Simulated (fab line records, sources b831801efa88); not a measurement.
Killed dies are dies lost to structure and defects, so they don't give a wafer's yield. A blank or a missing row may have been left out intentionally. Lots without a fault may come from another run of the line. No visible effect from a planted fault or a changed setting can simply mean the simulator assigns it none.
fab line records | flow gf180mcu
[record] lots = 5 wafers = 27
route steps=602 shown POLY_GATE@170 V1@337 V2@395 M3@412 M4@456 V4@497 M5@535
startH: start of the lot's first displayed wafer, in hours after the record's first day | waitH: hours since the lot's step before | " identical to the entry in the row above | L1.1+2: several wafers, shown together as one row | - value missing, or start not given | * or withheld: withheld | < > ~ a bound
route shown NAME@n: NAME is a module with steps in the file, n the number in the route of the first one | usual: mean and standard deviation over wafers with no fault | same: alike in all rows | chamber/n: place in a boat | sites: readings site by site | _std_site: standard deviation across them | _edge_site: mean of outer sites minus mean of inner sites | radiusMm: for every site, how far away it sits from the centre of the wafer | mask NAME#n: copy n | behind: the last tool/chamber to shape the wafer | hold: the reason the lot was held/the length of the hold in hours/how it ended | device: names the non-switching transistor (n, p or np) | end of line: tests run on the same wafers once the route is complete | a step given without rows: its recipe and nothing more | killed: count of dies lost to structure and defects at first sort (not the wafer's yield) | map: the dies of a wafer, with x for killed, . for not killed, _ for no die there
set.NAME: the run value of the setting; set.NAME@STEP: its run value at that earlier step | model.NAME: the simulator's own value behind a step, which no gauge read
one table per step and one row per wafer, for lots whose settings were changed on purpose
[[steps]]
[step GF_POLY_GATE_ETCH_13]
[recipe] target = poly-Si targetDepthNm = 198.5 stopOn = SiO2 overEtchFrac = 0.403 chemistry = HBr/Cl2 icpW = 400 biasW = 100 pressureMtorr = 10 HBr_flow_sccm = 150 Cl2_flow_sccm = 50 timeS = 69.6
[usual] oesProductAu = 0.982/0.0061
// columns lot.wafer tool chamber startH waitH set.timeS oesProductAu model.SiO2_of_DUAL_GATE_OXIDATION_02.thkNm
L075.1 rieSi-02 0 201.04 - 69.6 0.991 14.39
L075.2 " 2 " " 69.6 0.974 14.61
L075.3 " 1 " " 101.9 0.916 12.97
L075.4 " 3 " " 101.9 0.904 12.95
L075.5 " 0 " " 69.6 0.971 14.38
L075.6 " 3 " " 101.9 0.911 13.07
L076.1 rieSi-02 1 213.09 - 69.6 0.982 14.08
L076.2 " 0 " " 69.6 0.999 14.06
L076.3 " 3 " " 69.6 0.988 14.33
L076.4 " 2 " " 69.6 0.997 14.16
L076.5 " 1 " " 69.6 0.987 14.23
L076.6 " 2 " " 69.6 0.986 14.17
L079.1 rieSi-02 0 228.93 - 69.6 0.975 14.35
L079.2 " 1 " " 69.6 0.973 14.4
L079.3 " 2 " " 69.6 0.977 14.39
L079.4 " 3 " " 69.6 0.974 14.34
L079.5 " 1 " " 69.6 0.982 14.31
L079.6 " 2 " " 69.6 0.979 14.37
L080.2 rieSi-01 2 239.48 - 69.6 0.989 14.44
L080.4 " 3 " " 69.6 0.985 14.23
L080.5 " 0 " " 69.6 0.980 14.39
L082.1 rieSi-01 2 251.98 - 97.47 0.929 12.97
L082.2 " 1 " " 97.47 0.928 13
L082.3 " 3 " " 69.6 0.988 14.29
L082.4 " 0 " " 69.6 0.984 14.22
L082.5 " 2 " " 69.6 0.985 14.22
L082.6 " 3 " " 97.47 0.925 12.86
[step GF_V1_CVD_02]
[recipe] material = SiO2 targetThkNm = 850 precursor = TEOS tempC = 400 timeS = 94.851 rfW = 600
// columns lot.wafer tool chamber startH waitH set.timeS model.SiO2_of_V1_CVD_02.thkNm
L075.1 pecvd-01 2 390.29 0.1 94.851 846.2
L075.2 " 0 " " 94.851 846.4
L075.3 " 1 " " 67.53 605.6
L075.4 " 2 " " 67.53 620.9
L075.5 " 1 " " 94.851 851.5
L075.6 " 0 " " 67.53 605.5
L076.1 pecvd-02 1 403.59 0.1 38.77 344.1
L076.2 " 2 " " 94.851 857.4
L076.3 " 0 " " 94.851 842.4
L076.4 " 0 " " 38.77 357.8
L076.5 " 2 " " 94.851 852.5
L076.6 " 1 " " 38.77 344.2
L079.1 pecvd-01 1 423.06 0.1 94.851 849.9
L079.2 " 0 " " 94.851 843.4
L079.3 " 2 " " 140.7 1250
L079.4 " 0 " " 140.7 1278
L079.5 " 2 " " 140.7 1277
L079.6 " 1 " " 94.851 864.7
L080.2 pecvd-04 1 437.81 0.0 94.851 837
L080.4 " 2 " " 94.851 848.4
L080.5 " 1 " " 94.851 843.4
L082.1 pecvd-01 2 451.39 0.1 150.9 1348
L082.2 " 1 " " 94.851 847.7
L082.3 " 0 " " 94.851 839.3
L082.4 " 0 " " 150.9 1367
L082.5 " 1 " " 94.851 850.8
L082.6 " 2 " " 150.9 1362
[step GF_V1_THK_MEAS_03]
[recipe] reads = SiO2_of_V1_CVD_02
[usual] V1_CVD_02_THK = 852/11
// columns lot.wafer tool chamber startH waitH set.timeS@V1_CVD_02 V1_CVD_02_THK[nm]
L075.1 filmMetro-03 - 390.36 0.0 94.851 846
L075.2 " - " " 94.851 845
L075.3 " - " " 67.53 606
L075.4 " - " " 67.53 621
L075.5 " - " " 94.851 851
L075.6 " - " " 67.53 606
L076.1 filmMetro-03 - 403.66 0.0 38.77 344
L076.2 " - " " 94.851 857
L076.3 " - " " 94.851 843
L076.4 " - " " 38.77 358
L076.5 " - " " 94.851 852
L076.6 " - " " 38.77 344
L079.1 filmMetro-04 - 423.13 0.0 94.851 849
L079.2 " - " " 94.851 843
L079.3 " - " " 140.7 1250
L079.4 " - " " 140.7 1280
L079.5 " - " " 140.7 1276
L079.6 " - " " 94.851 865
L080.2 filmMetro-02 - 437.89 0.0 94.851 838
L080.4 " - " " 94.851 849
L080.5 " - " " 94.851 843
L082.1 filmMetro-03 - 451.46 0.0 150.9 1348
L082.2 " - " " 94.851 847
L082.3 " - " " 94.851 840
L082.4 " - " " 150.9 1367
L082.5 " - " " 94.851 850
L082.6 " - " " 150.9 1362
[step GF_V1_CMP_04]
[recipe] material = SiO2 downForcePsi = 4 platenRpm = 60 padVelocityMS = 0.94248
[usual] timeToEndpointS = 82/5.4
// columns lot.wafer tool chamber startH waitH set.timeS@V1_CVD_02 timeToEndpointS model.SiO2_of_V1_CVD_02.thkNm
L075.4 cmp-02 2 390.42 0.0 67.53 38 620.9
L075.3 " 3 " " 67.53 39 605.6
L075.1 " 0 " " 94.851 80 632.2
L075.2 " 1 " " 94.851 81 632.9
L075.6 " 2 " " 67.53 36 605.5
L075.5 " 3 " " 94.851 79 631.8
L076.3 cmp-01 2 403.72 0.0 94.851 - 632.1
L076.1 " 3 " " 38.77 - 344.1
L076.4 " 0 " " 38.77 - 357.8
L076.2 " 1 " " 94.851 - 632.3
L076.5 " 2 " " 94.851 - 632.1
L076.6 " 3 " " 38.77 - 344.2
L079.4 cmp-01 1 423.19 0.0 140.7 241 634.8
L079.3 " 2 " " 140.7 233 634.6
L079.1 " 3 " " 94.851 85 634.4
L079.2 " 0 " " 94.851 82 633.4
L079.5 " 1 " " 140.7 244 632.4
L079.6 " 2 " " 94.851 89 634.1
L080.4 cmp-01 1 437.94 0.0 94.851 80 634
L080.2 " 0 " " 94.851 80 633.6
L080.5 " 2 " " 94.851 79 634.1
L082.2 cmp-01 2 451.52 0.0 94.851 84 633.5
L082.1 " 3 " " 150.9 270 634.7
L082.4 " 0 " " 150.9 277 633.9
L082.3 " 1 " " 94.851 80 632.6
L082.5 " 2 " " 94.851 81 633.3
L082.6 " 3 " " 150.9 281 632.1
[step GF_V1_DEHYDRATE_06]
[recipe] tempC = 200 timeS = 60
[step GF_V1_ETCH_16]
[recipe] chemistry = N2/H2 targetDepthA = withheld overetchA = withheld timeS = withheld target = BARC ionEnergyEv = 200 sourceW = 500 biasW = 100 pressureMtorr = 30 n2FlowSccm = 100 h2FlowSccm = 200
[step GF_V1_ETCH_17]
[recipe] chemistry = C4F8/O2/Ar maskMaterial = KrF target = SiO2 stopOn = TiN sourceW = 1500 biasW = 1200 pressureMtorr = 40 c4f8FlowSccm = withheld O2_flow_sccm = 6 Ar_flow_sccm = 300 timeS = withheld targetDepthA = 6300
[usual] oesProductAu = 0.856/0.0046
// columns lot.wafer tool chamber startH waitH set.timeS@V1_CVD_02 oesProductAu model.V1.featureDepthNm
L075.1 rieDiel-04 2 - - * 0.857 632.2
L075.2 " 1 " " * 0.858 632.9
L075.3 " 0 " " * 0.837 605.6
L075.4 " 3 " " * 0.845 620.9
L075.5 " 3 " " * 0.861 631.8
L075.6 " 0 " " * 0.832 605.5
L076.1 rieDiel-01 3 - - * 0.644 344.1
L076.2 " 2 " " * 0.856 632.3
L076.3 " 0 " " * 0.863 632.1
L076.4 " 3 " " * 0.645 357.8
L076.5 " 0 " " * 0.851 632.1
L076.6 " 2 " " * 0.635 344.2
L079.1 rieDiel-02 0 - - * 0.859 634.4
L079.2 " 3 " " * 0.866 633.4
L079.3 " 1 " " * 0.852 634.6
L079.4 " 2 " " * 0.861 634.8
L079.5 " 2 " " * 0.845 632.4
L079.6 " 3 " " * 0.850 634.1
L080.2 rieDiel-04 0 - - * 0.863 633.6
L080.4 " 3 " " * 0.853 634
L080.5 " 0 " " * 0.868 634.1
L082.1 rieDiel-01 1 - - * 0.861 634.7
L082.2 " 3 " " * 0.860 633.5
L082.3 " 0 " " * 0.858 632.6
L082.4 " 2 " " * 0.861 633.9
L082.5 " 1 " " * 0.843 633.3
L082.6 " 0 " " * 0.856 632.1
[step GF_V2_DEVELOP_13]
[recipe] developTimeS = 60 resist = KrF devTempC = 21
// columns lot.wafer tool chamber startH waitH set.developTimeS
L075.1+4+5 lithoTrack-01 0 464.58 0.2 24.4
L075.2+3+6 " 0 " " 60
L076.1+3+5 lithoTrack-01 0 479.22 0.2 60
L076.2+4+6 " 0 " " 87.76
L079.1+3+6 lithoTrack-04 0 498.96 0.2 32.26
L079.2+4+5 " 0 " " 60
L080.2+4+5 lithoTrack-03 0 514.18 0.2 60
L082.1+3+6 lithoTrack-03 0 526.41 0.2 28.58
L082.2+4+5 " 0 " " 60
[step GF_V2_CD_MEAS_14]
[recipe] targetCdNm = 260
[usual] cdNm = 260.1/1.3
// columns lot.wafer tool chamber startH waitH set.developTimeS@V2_DEVELOP_13 cdNm
L075.1 cdSem-01 - 464.73 0.1 24.4 256.9
L075.2 " - " " 60 259.7
L075.3 " - " " 60 260.8
L075.4 " - " " 24.4 256.1
L075.5 " - " " 24.4 257.0
L075.6 " - " " 60 261.1
L076.1 cdSem-02 - 479.37 0.1 60 260.9
L076.2 " - " " 87.76 262.4
L076.3 " - " " 60 260.6
L076.4 " - " " 87.76 262.2
L076.5 " - " " 60 261.0
L076.6 " - " " 87.76 260.8
L079.1 cdSem-01 - 499.11 0.1 32.26 259.3
L079.2 " - " " 60 262.3
L079.3 " - " " 32.26 259.6
L079.4 " - " " 60 260.6
L079.5 " - " " 60 261.8
L079.6 " - " " 32.26 259.4
L080.2 cdSem-01 - 514.33 0.1 60 256.5
L080.4 " - " " 60 257.1
L080.5 " - " " 60 256.4
L082.1 cdSem-01 - 526.56 0.1 28.58 256.8
L082.2 " - " " 60 260.0
L082.3 " - " " 28.58 255.8
L082.4 " - " " 60 259.0
L082.5 " - " " 60 259.1
L082.6 " - " " 28.58 255.2
[step GF_V2_ETCH_16]
[recipe] chemistry = N2/H2 targetDepthA = withheld overetchA = withheld timeS = withheld target = BARC ionEnergyEv = 200 sourceW = 500 biasW = 100 pressureMtorr = 30 n2FlowSccm = 100 h2FlowSccm = 200
// columns lot.wafer tool chamber startH waitH set.developTimeS@V2_DEVELOP_13 model.V2.cdNm
L075.1 rieDiel-04 2 464.88 0.0 * 257.5
L075.2 " 3 " " * 260.1
L075.3 " 0 " " * 261.3
L075.4 " 2 " " * 257
L075.5 " 3 " " * 257.3
L075.6 " 0 " " * 261.8
L076.1 rieDiel-03 3 479.53 0.0 * 259.9
L076.2 " 2 " " * 262.2
L076.3 " 0 " " * 260.4
L076.4 " 1 " " * 261.2
L076.5 " 0 " " * 260.3
L076.6 " 3 " " * 259.8
L079.1 rieDiel-04 3 499.27 0.0 * 259.1
L079.2 " 0 " " * 263
L079.3 " 2 " " * 259.6
L079.4 " 2 " " * 261
L079.5 " 3 " " * 262
L079.6 " 0 " " * 260.3
L080.2 rieDiel-03 3 514.46 0.0 * 256.1
L080.4 " 0 " " * 257.6
L080.5 " 1 " " * 256.9
L082.1 rieDiel-03 1 526.71 0.0 * 256.8
L082.2 " 2 " " * 259.9
L082.3+6 " 3 " " * 255.2
L082.4 " 0 " " * 259.4
L082.5 " 2 " " * 259.7
[step GF_M3_SPUTTER_03]
[recipe] material = Ti targetThkNm = 10 substrateTempC = 300 chamberPressurePa = 0.3 powerW = 3000 timeS = 6.7
// columns lot.wafer tool chamber startH waitH set.timeS model.Ti_of_M3_SPUTTER_03.thkNm
L075.1 pvdSputter-01 - 466.43 0.0 5.031 7.528
L075.2 " - " " 6.7 10.02
L075.3 " - " " 5.031 7.56
L075.4 " - " " 6.7 9.95
L075.5 " - " " 5.031 7.62
L075.6 " - " " 6.7 10.04
L076.1+3 pvdSputter-03 - 481.08 0.0 6.7 10.05
L076.2 " - " " 10.4 15.4
L076.4 " - " " 6.7 10.03
L076.5 " - " " 10.4 15.46
L076.6 " - " " 10.4 15.41
L079.1 pvdSputter-04 - 500.95 0.0 6.7 10.04
L079.2 " - " " 6.7 10.1
L079.3 " - " " 6.7 10.08
L079.4 " - " " 6.7 10.17
L079.5 " - " " 6.7 10.09
L079.6 " - " " 6.7 10.06
L080.2 pvdSputter-03 - 515.98 0.0 6.7 9.71
L080.4 " - " " 6.7 9.786
L080.5 " - " " 6.7 9.706
L082.1 pvdSputter-03 - 528.26 0.0 8.982 13.35
L082.2 " - " " 6.7 9.983
L082.3 " - " " 8.982 13.27
L082.4 " - " " 8.982 13.5
L082.5 " - " " 6.7 10.03
L082.6 " - " " 6.7 9.965
[step GF_M4_SPUTTER_00]
[recipe] material = Ti targetThkNm = 37.5 arrivingIonEnergyEv = 80 substrateTempC = 200 chamberPressurePa = 2 powerW = 4000 timeS = 150
// columns lot.wafer tool chamber startH waitH set.timeS model.Ti_of_M4_SPUTTER_00.thkNm
L075.1 pvdSputter-04 - 517.03 0.1 77.96 19.59
L075.2 " - " " 150 37.67
L075.3 " - " " 150 37.81
L075.4 " - " " 150 37.56
L075.5 " - " " 77.96 19.72
L075.6 " - " " 77.96 19.51
L076.1 pvdSputter-04 - 530.13 0.1 183.9 45.96
L076.2 " - " " 150 37.99
L076.3 " - " " 150 37.87
L076.4 " - " " 183.9 46.34
L076.5 " - " " 183.9 46.25
L076.6 " - " " 150 37.59
L079.1 pvdSputter-01 - 549.75 0.1 150 37.59
L079.2 " - " " 150 37.22
L079.3+6 " - " " 150 37.45
L079.4 " - " " 150 37.17
L079.5 " - " " 150 37.82
L080.2 pvdSputter-02 - 565.10 0.1 150 37.97
L080.4 " - " " 150 37.75
L080.5 " - " " 150 38
L082.1 pvdSputter-04 - 576.39 0.1 150 38.15
L082.2 " - " " 150 37.82
L082.3 " - " " 237.9 60.09
L082.4 " - " " 237.9 59.99
L082.5 " - " " 237.9 60.13
L082.6 " - " " 150 38.39
[step GF_M4_SPUTTER_01]
[recipe] material = TiN targetThkNm = 30 powerW = 6500 timeS = 25 chamberPressurePa = 0.4
[step GF_M4_SPUTTER_02]
[recipe] material = AlCu targetThkNm = 450 powerW = 10600 timeS = 23.9 chamberPressurePa = 0.4
[step GF_M4_METAL_ETCH_16]
[recipe] chemistry = Cl2/BCl3 maskMaterial = KrF targetDepthNm = 627.5 stopOn = SiO2 pressureMtorr = 8 icpW = 800 biasW = 140 Cl2_flow_sccm = 80 bcl3FlowSccm = 40 timeS = 104.6
[usual] oesProductAu = 0.972/0.0054
// columns lot.wafer tool chamber startH waitH set.timeS@M4_SPUTTER_00 oesProductAu
L075.1 rieMetal-02 1 539.98 0.0 77.96 0.944
L075.2 " 1 " " 150 0.975
L075.3 " 1 " " 150 0.972
L075.4 " 1 " " 150 0.981
L075.5 " 1 " " 77.96 0.950
L075.6 " 1 " " 77.96 0.951
L076.1 rieMetal-04 0 552.33 0.0 183.9 0.983
L076.2 " 1 " " 150 0.976
L076.3 " 0 " " 150 0.976
L076.4 " 1 " " 183.9 0.983
L076.5 " 0 " " 183.9 0.980
L076.6 " 1 " " 150 0.971
L079.1 rieMetal-04 0 572.02 0.0 150 0.963
L079.2 " 1 " " 150 0.965
L079.3 " 1 " " 150 0.966
L079.4 " 0 " " 150 0.969
L079.5 " 0 " " 150 0.962
L079.6 " 1 " " 150 0.970
L080.2 rieMetal-04 0 586.46 0.0 150 0.974
L080.4 " 1 " " 150 0.978
L080.5 " 1 " " 150 0.970
L082.1 rieMetal-04 0 597.58 0.0 150 0.973
L082.2 " 1 " " 150 0.976
L082.3 " 1 " " 237.9 0.991
L082.4 " 0 " " 237.9 0.991
L082.5 " 0 " " 237.9 0.995
L082.6 " 1 " " 150 0.971
[step GF_V4_SPUTTER_21]
[recipe] material = Ti targetThkNm = 15 chamberPressurePa = 5 powerW = 2500 substrateTempC = 200 timeS = 80.02
// columns lot.wafer tool chamber startH waitH set.timeS model.Ti_of_V4_SPUTTER_21.thkNm
L075.1+4 pvdSputter-01 - 564.38 0.0 80.02 15.09
L075.2 " - " " 127.2 23.93
L075.3+5 " - " " 127.2 23.97
L075.6 " - " " 80.02 15.15
L076.1 pvdSputter-01 - 576.16 0.0 80.02 14.83
L076.2 " - " " 80.02 14.81
L076.3 " - " " 118 22.17
L076.4 " - " " 118 22.01
L076.5 " - " " 118 22.02
L076.6 " - " " 80.02 14.92
L079.1 pvdSputter-03 - 595.67 0.0 125.6 23.64
L079.2 " - " " 125.6 23.79
L079.3 " - " " 125.6 23.8
L079.4 " - " " 80.02 15.2
L079.5 " - " " 80.02 15.36
L079.6 " - " " 80.02 15.35
L080.2 pvdSputter-02 - 609.94 0.0 80.02 14.98
L080.4 " - " " 80.02 14.96
L080.5 " - " " 80.02 15
L082.1 pvdSputter-02 - 620.19 0.0 80.02 14.86
L082.2 " - " " 99.41 18.57
L082.3 " - " " 99.41 18.4
L082.4 " - " " 80.02 14.89
L082.5 " - " " 80.02 14.76
L082.6 " - " " 99.41 18.6
[step GF_V4_SPUTTER_22]
[recipe] material = TiN targetThkNm = 10 chamberPressurePa = 5 powerW = 4000 timeS = 40
[step GF_V4_CVD_23]
[recipe] material = W targetThkNm = 350 timeS = 104.9 tempC = 400 pressureTorr = 40
[step GF_M5_ETCH_09]
[recipe] chemistry = CF4/O2 target = Si3N4 targetDepthNm = 52 sourceW = 800 biasW = 150 pressureMtorr = 150 cf4FlowSccm = 80 O2_flow_sccm = 10 timeS = 11.6
[step GF_M5_METAL_ETCH_10]
[recipe] chemistry = Cl2/BCl3 maskMaterial = KrF targetDepthNm = 627.5 stopOn = SiO2 pressureMtorr = 8 icpW = 800 biasW = 140 Cl2_flow_sccm = 80 bcl3FlowSccm = 40 timeS = 104.6
// columns lot.wafer tool chamber startH waitH set.timeS@V4_SPUTTER_21 model.M5.featureDepthNm
L075.1 rieMetal-03 0 607.99 0.0 80.02 600.3
L075.2 " 1 " " 127.2 606.6
L075.3 " 0 " " 127.2 603.1
L075.4 " 1 " " 80.02 593.6
L075.5 " 1 " " 127.2 606.7
L075.6 " 0 " " 80.02 594.5
L076.1 rieMetal-01 1 620.19 0.0 80.02 610
L076.2 " 0 " " 80.02 610.1
L076.3 " 1 " " 118 614
L076.4 " 0 " " 118 613.5
L076.5 " 1 " " 118 613.7
L076.6 " 0 " " 80.02 610.5
L079.1 rieMetal-01 0 637.70 0.0 125.6 609.9
L079.2 " 1 " " 125.6 605.1
L079.3 " 0 " " 125.6 607.6
L079.4 " 1 " " 80.02 600.2
L079.5 " 1 " " 80.02 599.7
L079.6 " 0 " " 80.02 596.6
L080.2 rieMetal-02 0 651.05 0.0 80.02 598.5
L080.4 " 0 " " 80.02 603.2
L080.5 " 1 " " 80.02 601.9
L082.1 rieMetal-03 0 662.35 0.0 80.02 604.6
L082.2 " 1 " " 99.41 608.1
L082.3 " 0 " " 99.41 609.6
L082.4 " 1 " " 80.02 603.1
L082.5 " 0 " " 80.02 605
L082.6 " 1 " " 99.41 610.2
[[key]]
[split] step = GF_POLY_GATE_ETCH_13 setting = timeS stated = 69.6 by = wafer
[response] step = GF_POLY_GATE_ETCH_13 reading = oesProductAu change = -0.00147 per = 1% r = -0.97
[response] step = GF_POLY_GATE_ETCH_13 reading = model.SiO2_of_DUAL_GATE_OXIDATION_02.thkNm change = -0.0319 per = 1% r = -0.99
[split] step = GF_V1_CVD_02 setting = timeS stated = 94.851 by = wafer
[response] step = GF_V1_CVD_02 reading = model.SiO2_of_V1_CVD_02.thkNm change = +8.56 per = 1% r = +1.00
[response] step = GF_V1_THK_MEAS_03 reading = V1_CVD_02_THK change = +8.56 per = 1% r = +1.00
[response] step = GF_V1_CMP_04 reading = timeToEndpointS change = * per = 1% r = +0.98
[response] step = GF_V1_CMP_04 reading = model.SiO2_of_V1_CVD_02.thkNm shape = bent atLowest = 348.7 atStated = 633.1 atHighest = 633.6
[response] step = GF_V1_ETCH_17 reading = oesProductAu shape = bent atLowest = 0.642 atStated = 0.858 atHighest = 0.859
[response] step = GF_V1_ETCH_17 reading = model.V1.featureDepthNm shape = bent atLowest = 348.7 atStated = 633.1 atHighest = 633.6
[split] step = GF_V2_DEVELOP_13 setting = developTimeS stated = 60 by = wafer
[response] step = GF_V2_CD_MEAS_14 reading = cdNm change = +0.0526 per = 1% r = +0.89
[response] step = GF_V2_ETCH_16 reading = model.V2.cdNm change = +0.0549 per = 1% r = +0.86
[split] step = GF_M3_SPUTTER_03 setting = timeS stated = 6.7 by = wafer
[response] step = GF_M3_SPUTTER_03 reading = model.Ti_of_M3_SPUTTER_03.thkNm change = +0.0979 per = 1% r = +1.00
[split] step = GF_M4_SPUTTER_00 setting = timeS stated = 150 by = wafer
[response] step = GF_M4_SPUTTER_00 reading = model.Ti_of_M4_SPUTTER_00.thkNm change = +0.375 per = 1% r = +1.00
[response] step = GF_M4_METAL_ETCH_16 reading = oesProductAu change = +0.000419 per = 1% r = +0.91
[split] step = GF_V4_SPUTTER_21 setting = timeS stated = 80.02 by = wafer
[response] step = GF_V4_SPUTTER_21 reading = model.Ti_of_V4_SPUTTER_21.thkNm change = +0.15 per = 1% r = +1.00
[response] step = GF_M5_METAL_ETCH_10 reading = model.M5.featureDepthNm change = +0.14 per = 1% r = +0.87
